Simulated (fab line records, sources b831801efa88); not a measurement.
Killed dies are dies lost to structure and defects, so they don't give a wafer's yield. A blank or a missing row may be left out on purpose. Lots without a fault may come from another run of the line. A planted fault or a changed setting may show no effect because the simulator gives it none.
fab line records | flow sky130
record lots=7 wafers=21 last_day=50
route steps=708 shown VIA3@575
lots that met no fault: from a run of the same line without faults
start_h: hours from the record's first day to the start of the lot's first wafer shown | wait_h: hours since the lot's step before | " the same as in the row above | L1.1+2: a row that stands for several wafers | - no value, or no start given | * or withheld: withheld | < > ~ a bound
route shown NAME@n: a module of which the file shows steps, and the number in the route of the first | usual: mean/standard deviation of fault-free wafers | same: alike in all rows | chamber/n: place in a boat | sites: the reading at each site | _std_site: their standard deviation | _edge_site: outer sites' mean less inner sites' | radius_mm: how far each site lies from the wafer's centre | mask NAME#n: copy n | behind: the tool/chamber that last shaped the wafer | hold: why the lot was held/for how many hours/how that ended | device: the transistor (n, p or np) that didn't switch | end of line: the same wafers' tests at the end of the route | a step without rows: its recipe alone | killed: dies lost to structure and defects at the first sort, not the wafer's yield | map: a wafer's dies, x killed, . not, _ none there
set.NAME: the setting as run; set.NAME@STEP: as run at that earlier step | model.NAME: the simulator's own value behind a step, which no gauge read
lots at some steps of the route; a table a step, a row a wafer
services: from which hour (start_h, from the record's first day; less than 0 if before it) a tool's chamber was out of use, for how many hours, and why
## steps
# step SKY_VIA3_CMP_02
# recipe material=SiO2 down_force_psi=4 platen_rpm=60 pad_velocity_m_s=0.94248
# usual motor_current_A=12.1/1
# columns lot.wafer tool chamber start_h wait_h motor_current_A
L264.2 cmp-01 1 922.82 0.0 10.8
L264.4 " 2 " " 11.7
L264.1 " 3 " " 11.2
L270.2 cmp-02 0 978.70 0.0 11.5
L270.1 " 1 " " 14.3
L270.5 " 0 " " 12.2
L274.3 cmp-01 2 1000.55 0.1 11.7
L274.4 " 3 " " 11.1
L274.5 " 2 " " 11.5
L276.2 cmp-01 3 1002.95 0.1 10.7
L276.3 " 0 " " 13.5
L276.6 " 1 " " 11.0
L277.4 cmp-01 2 1018.46 0.0 11.4
L277.5 " 2 " " 11.4
L277.6 " 3 " " 10.9
L283.2 cmp-02 3 1047.80 0.1 11.9
L283.4 " 0 " " 12.1
L283.6 " 3 " " 12.5
L284.4 cmp-02 3 1065.82 0.1 11.7
L284.1 " 1 " " 13.4
L284.6 " 2 " " 12.8
# step SKY_VIA3_BOW_MEAS_03
# recipe mode=bow
# usual VIA3_BOW=81/7.9
# columns lot.wafer tool chamber start_h wait_h VIA3_BOW[um]
L264.1 film_metro-02 - 923.37 0.4 78
L264.2 " - " " 79
L264.4 " - " " 73
L270.1 film_metro-02 - 979.00 0.2 80
L270.2 " - " " 74
L270.5 " - " " 76
L274.3 film_metro-04 - 1000.84 0.2 84
L274.4 " - " " 82
L274.5 " - " " 80
L276.2 film_metro-04 - 1003.17 0.2 91
L276.3 " - " " 83
L276.6 " - " " 76
L277.4 film_metro-02 - 1018.85 0.3 77
L277.5 " - " " 83
L277.6 " - " " 88
L283.2 film_metro-04 - 1048.12 0.3 78
L283.4 " - " " 86
L283.6 " - " " 82
L284.1 film_metro-02 - 1066.07 0.1 64
L284.4 " - " " 77
L284.6 " - " " 73
# step SKY_VIA3_DEHYDRATE_04
# recipe temp_c=200 time_s=60
# step SKY_VIA3_HMDS_05
# recipe prime_time_s=60 prime_temp_c=120
# step SKY_VIA3_COAT_06
# recipe resist=BARC temp_c=withheld time_s=withheld spin_rpm=3000 resist_thk_nm=60
# step SKY_VIA3_COAT_07
# recipe resist=KrF-thick spin_rpm=3000 resist_thk_nm=450
# step SKY_VIA3_SOFTBAKE_08
# recipe temp_c=100 time_s=90 resist=KrF-thick
# step SKY_VIA3_EXPOSE_09
# recipe mask_id=VIM3 na=0.8 source_shape=annular sigma_inner=0.55 sigma_outer=0.85 target_cd_nm=200 dose_mj=38
# step SKY_VIA3_PEB_10
# recipe peb_temp_c=withheld peb_time_s=withheld resist=KrF-thick
# step SKY_VIA3_DEVELOP_11
# recipe develop_time_s=60 resist=KrF-thick dev_temp_c=21
# step SKY_VIA3_CD_MEAS_12
# recipe target_cd_nm=200
# usual cd_nm=200.0/1.5
# columns lot.wafer tool chamber start_h wait_h cd_nm
L264.1 cd_sem-01 - 947.41 - 198.2
L264.2 " - " " 198.9
L264.4 " - " " 199.3
L270.1 cd_sem-02 - 1002.16 - 202.1
L270.2 " - " " 201.1
L270.5 " - " " 201.3
L274.3 cd_sem-02 - 1023.88 - 200.1
L274.4 " - " " 200.1
L274.5 " - " " 200.1
L276.2 cd_sem-02 - 1026.09 - 201.7
L276.3 " - " " 200.2
L276.6 " - " " 200.6
L277.4 cd_sem-01 - 1041.55 - 201.2
L277.5 " - " " 201.6
L277.6 " - " " 200.6
L283.2 cd_sem-01 - 1069.53 - 200.3
L283.4 " - " " 199.7
L283.6 " - " " 200.1
L284.1 cd_sem-01 - 1087.32 - 200.3
L284.4 " - " " 199.1
L284.6 " - " " 199.9
# step SKY_VIA3_OVL_MEAS_13
# usual VIA3_OVL=-1/5.3
# columns lot.wafer tool chamber start_h wait_h VIA3_OVL[nm]
L264.1 overlay-02 - 947.53 0.1 11
L264.2 " - " " 2
L264.4 " - " " 9
L270.1 overlay-02 - 1002.28 0.1 6
L270.2 " - " " 1
L270.5 " - " " 3
L274.3 overlay-01 - 1023.97 0.1 -7
L274.4 " - " " 0
L274.5 " - " " -6
L276.2 overlay-02 - 1026.19 0.1 -2
L276.3 " - " " -6
L276.6 " - " " -6
L277.4 overlay-01 - 1041.62 0.1 -5
L277.5 " - " " 4
L277.6 " - " " 5
L283.2 overlay-02 - 1069.64 0.1 -2
L283.4 " - " " -6
L283.6 " - " " -4
L284.1 overlay-02 - 1087.44 0.1 3
L284.4 " - " " 5
L284.6 " - " " -2
# step SKY_VIA3_ETCH_14
# recipe chemistry=N2/H2 target=BARC ion_energy_ev=200 source_w=500 bias_w=100 pressure_mtorr=30 n2_flow_sccm=100 h2_flow_sccm=200 stop_on=SiO2 time_s=45.9 target_depth_a=600
# usual chamber_pressure_mTorr=30.00/0.032 drypump_motor_current_A=6.0/0.46 oes_product_au=0.855/0.0052 throttle_valve_pct=13.226/0.0088
# columns lot.wafer tool chamber start_h wait_h chamber_pressure_mTorr drypump_motor_current_A oes_product_au rf_hours_counter_h throttle_valve_pct model.KrF-thick_of_VIA3_COAT_07.thk_nm model.etch.depth_nm model.VIA3.cd_nm
L264.1 rie_diel-03 3 947.57 0.0 30.01 6.3 0.848 19 13.203 394.5 59.68 197.4
L264.2 " 0 " " 29.99 5.8 0.857 18 13.230 393.8 59.74 197.5
L264.4 " 2 " " 30.02 6.3 0.842 16 13.220 394.3 59.72 198.6
L270.1 rie_diel-04 1 1002.32 0.0 29.97 5.7 0.847 21 13.218 394.3 60.08 202.1
L270.2 " 0 " " 29.98 5.6 0.852 6 13.225 394.4 60.15 202.1
L270.5 " 1 " " 30.02 5.6 0.861 - 13.239 394.2 60.11 201.7
L274.3 rie_diel-03 1 1023.99 0.0 30.03 6.2 0.806 1 13.216 406.4 53.07 197.2
L274.4 " 2 " " 30.02 6.3 0.850 19 13.226 391.4 59.82 200.1
L274.5 " 2 " " 30.03 6.3 0.862 - 13.217 393.6 60.18 200.4
L276.2 rie_diel-03 3 1026.22 0.0 30.01 6.3 0.853 22 13.235 391 60.35 201.7
L276.3 " 1 " " 30.01 6.2 0.800 1 13.219 406.7 53.64 196.9
L276.6 " 2 " " 29.96 6.3 0.813 - 13.240 406.4 53.72 198.4
L277.4 rie_diel-03 0 1041.64 0.0 29.99 5.8 0.862 21 13.231 394.9 60.06 200.7
L277.5 " 0 " " 29.99 5.8 0.850 - 13.226 396.3 59.95 201
L277.6 " 3 " " 30.04 6.3 0.802 - 13.236 408.6 53.35 197.3
L283.2 rie_diel-01 0 1069.67 0.0 30.03 5.3 0.855 22 13.222 393.7 60 200.9
L283.4 " 1 " " 30.00 5.4 0.851 25 13.234 392.3 59.87 200
L283.6 " 1 " " 30.00 5.4 0.849 - 13.217 391.1 60.04 200.1
L284.1 rie_diel-04 1 1087.47 0.0 30.02 5.6 0.865 24 13.241 391.8 59.87 200.2
L284.4 " 0 " " 30.00 5.6 0.853 9 13.223 392.9 59.77 200
L284.6 " 2 " " 30.02 6.3 0.848 - 13.223 393.5 59.79 199.6
# step SKY_VIA3_ETCH_15
# recipe target=SiO2 chemistry=C4F8/O2/Ar target_depth_nm=507 stop_on=TiN mask_material=KrF-thick source_w=1500 bias_w=1200 pressure_mtorr=40 c4f8_flow_sccm=withheld O2_flow_sccm=6 Ar_flow_sccm=300 time_s=78
# usual chamber_pressure_mTorr=40.00/0.048 oes_product_au=0.946/0.0052
# columns lot.wafer tool chamber start_h wait_h chamber_pressure_mTorr oes_product_au rf_hours_counter_h model.KrF-thick_of_VIA3_COAT_07.thk_nm
L264.1 rie_diel-03 3 947.61 0.0 39.99 0.949 19 292.3
L264.2 " 0 " " 39.98 0.946 18 294.4
L264.4 " 2 " " 39.97 0.948 16 292
L270.1 rie_diel-04 1 1002.36 0.0 39.99 0.943 21 290.2
L270.2 " 0 " " 40.01 0.944 6 290.1
L270.5 " 1 " " 40.00 0.947 - 290
L274.3 rie_diel-03 1 1024.03 0.0 39.98 0.369 1 304.3
L274.4 " 2 " " 39.97 0.944 19 289.1
L274.5 " 2 " " 39.96 0.944 - 292
L276.2 rie_diel-03 3 1026.26 0.0 40.36 0.943 22 286.5
L276.3 " 1 " " 39.96 0.385 1 303.4
L276.6 " 2 " " 39.98 0.369 - 302
L277.4 rie_diel-03 0 1041.69 0.0 40.03 0.949 21 295.4
L277.5 " 0 " " 40.06 0.942 - 297.2
L277.6 " 3 " " 40.02 0.366 - 305.6
L283.2 rie_diel-01 0 1069.71 0.0 39.99 0.946 22 292.7
L283.4 " 1 " " 40.02 0.941 25 287.8
L283.6 " 1 " " 39.96 0.942 - 286.9
L284.1 rie_diel-04 1 1087.51 0.0 40.03 0.953 24 288.1
L284.4 " 0 " " 39.99 0.946 9 287.3
L284.6 " 2 " " 40.03 0.949 - 292.6
# step SKY_VIA3_STRIP_16
# recipe chemistry=O2/N2 power_w=1400 pressure_mtorr=1500 platen_temp_c=withheld o2_flow_sccm=3000 n2_flow_sccm=300 overash_fraction=0.5
# usual chamber_pressure_mTorr=1500.2/1.6 drypump_motor_current_A=5.8/0.34 o2_flow_sccm=3000/8.6 oes_product_au=0.402/0.0048 strip_time_to_endpoint_s=4.125/0.027
# columns lot.wafer tool chamber start_h wait_h chamber_pressure_mTorr drypump_motor_current_A o2_flow_sccm oes_product_au rf_hours_counter_h strip_time_to_endpoint_s
L264.1 plasma_asher-01 1 947.67 0.0 1498.0 6.2 3000 0.400 20 4.131
L264.2 " 0 " " 1499.8 5.7 3012 0.400 20 4.135
L264.4 " 1 " " 1501.4 6.2 3011 0.401 - 4.135
L270.1 plasma_asher-02 0 1002.42 0.0 1499.7 6.2 2996 0.395 57 4.127
L270.2 " 1 " " 1502.0 5.4 2987 0.404 57 4.129
L270.5 " 0 " " 1501.8 6.2 2987 0.403 - 4.108
L274.3 plasma_asher-01 1 1024.13 0.1 1497.7 6.2 3003 0.404 - 4.261
L274.4 " 0 " " 1499.2 5.7 2997 0.407 - 4.107
L274.5 " 1 " " 1501.1 6.2 3010 0.397 - 4.156
L276.2 plasma_asher-02 1 1026.32 0.0 1502.7 5.4 3000 0.410 59 4.093
L276.3 " 0 " " 1501.9 6.2 2991 0.402 - 4.253
L276.6 " 1 " " 1497.4 5.4 3011 0.413 - 4.254
L277.4 plasma_asher-02 1 1041.78 0.1 1501.6 5.4 3013 0.408 - 4.177
L277.5 " 1 " " 1499.4 5.4 3013 0.403 - 4.207
L277.6 " 0 " " 1498.7 6.2 3007 0.409 - 4.263
L283.2 plasma_asher-04 0 1069.77 0.0 1499.1 5.8 2996 0.399 93 4.152
L283.4 " 0 " " 1500.2 5.8 2993 0.396 - 4.098
L283.6 " 0 " " 1499.4 5.8 3001 0.398 - 4.085
L284.1 plasma_asher-01 1 1087.57 0.0 1498.7 6.1 2989 0.392 34 4.097
L284.4 " 0 " " 1499.3 5.7 2994 0.403 - 4.094
L284.6 " 0 " " 1501.0 5.7 2998 0.395 - 4.131
# step SKY_VIA3_STRIP_17
# recipe chemistry=post_etch_residue_remover time_s=1200 temp_c=72.5
## services
# columns tool chamber start_h hours kind
rie_diel-04 0 900.77 12.4 repair
cmp-02 - 903.60 1.4 repair
rie_diel-03 2 911.60 10.3 repair
cmp-02 - 912.00 4.0 pm
cmp-02 - 932.93 0.9 repair
cmp-01 - 939.52 1.2 repair
rie_diel-01 3 945.74 12.3 repair
rie_diel-04 - 949.80 2.8 pm
cmp-01 - 957.95 0.5 repair
rie_diel-03 0 961.50 7.7 repair
rie_diel-01 2 965.29 5.4 repair
cmp-02 - 970.11 0.4 repair
cmp-01 - 974.76 4.7 pm
cmp-01 - 982.68 4.8 repair
cmp-02 - 1002.70 7.7 pm
rie_diel-03 0 1008.67 14.2 repair
plasma_asher-01 - 1009.62 2.8 pm
cmp-01 - 1021.69 1.3 repair
cmp-01 - 1023.76 2.2 repair
rie_diel-04 - 1041.67 0.4 repair
rie_diel-03 - 1061.22 14.6 pm
rie_diel-04 3 1064.17 2.6 repair
plasma_asher-01 - 1069.00 4.1 repair
plasma_asher-02 - 1074.96 18.7 repair
## key
first_sign step=SKY_VIA3_ETCH_14 reading=oes_product_au direction=down sigmas=9.4 usual=0.855 struck=0.806
effect step=SKY_VIA3_ETCH_15 reading=oes_product_au direction=down sigmas=99+ usual=0.946 struck=0.372
effect step=SKY_VIA3_STRIP_16 reading=strip_time_to_endpoint_s direction=up sigmas=4.9 usual=* struck=*
model_effect step=SKY_VIA3_ETCH_14 value=KrF-thick_of_VIA3_COAT_07.thk_nm without=392.7 struck=407
model_effect step=SKY_VIA3_ETCH_15 value=KrF-thick_of_VIA3_COAT_07.thk_nm without=289.5 struck=303.8
met_at SKY_VIA3_ETCH_14
struck_wafers L274.3,L276.3,L276.6,L277.6
later_rows_left_out L274.3,L276.3,L276.6,L277.6
sort_left_out L274.3,L276.3,L276.6,L277.6
onset_between 947.57 1023.99
fault kind=process_parameter_drift tool=rie_diel-03 chamber=- onset_h=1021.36 steps=SKY_VIA3_ETCH_14 channel=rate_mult offset=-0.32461 shape=step end_h=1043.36 scope=struck_wafers_only
# sort_left_out: the simulated sort isn't trusted on such a fault, so these wafers' sort isn't shown, and their yield isn't known
# later_rows_left_out: the simulator's readings of these wafers behind a module that went badly wrong aren't trusted and aren't shown, but for the sort
